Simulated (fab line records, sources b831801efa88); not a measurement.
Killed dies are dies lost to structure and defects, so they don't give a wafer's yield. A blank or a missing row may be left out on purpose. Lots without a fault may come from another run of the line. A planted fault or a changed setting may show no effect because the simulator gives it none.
Chamber matching | flow sky130 | SKY_CONTACT_CMP_27 on cmp-01: 4 sister chambers
The step polishes, stops on SiO2, t overpolish 15 s, target thk 0 nm. 4 wafers are shown with their chamber, then 7 later ones without.

WAFERS WITH THEIR CHAMBER
wafer  | chamber | motor_current_A (A)
L485.2 | 0       | 10.6
L489.2 | 1       | 12.1
L490.3 | 2       | 11.4
L490.4 | 3       | 11.2

WAFERS WITHOUT THEIR CHAMBER
wafer  | motor_current_A (A)
L490.5 | 12.4
L492.1 | 10.7
L492.3 | 11.5
L492.5 | 10.8
L493.1 | 12.0
L493.5 | 11.2
L493.6 | 11.6

WHICH CHAMBER EACH WENT THROUGH
wafer  | from the rows above          | in truth
L490.5 | 1                            | 1
L492.1 | 0                            | 0
L492.3 | can't be placed: 2 or 3      | 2
L492.5 | can't be placed: 0 or 3      | 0
L493.1 | 1                            | 1
L493.5 | can't be placed: 3 or 2      | 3
L493.6 | can't be placed: 2 or 3 or 1 | 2
Placed correctly: 3 of 7. Can't be placed from these rows: 4 (the true chamber is among the candidates in 4). Placed wrongly: 0.
How it was worked out, from the rows above alone: a wafer's distance from a chamber is the root of the sum, over the readings, of the square of ((its reading less the chamber's mean) divided by the reading's scatter). The wafer belongs to the nearest chamber; if the next one is less than 2 further off, it can't be placed. A chamber's mean is the mean of its shown wafers. The scatter: with one shown wafer a chamber, the root of the mean of the squares of how far each hidden wafer lies from its nearest shown one.
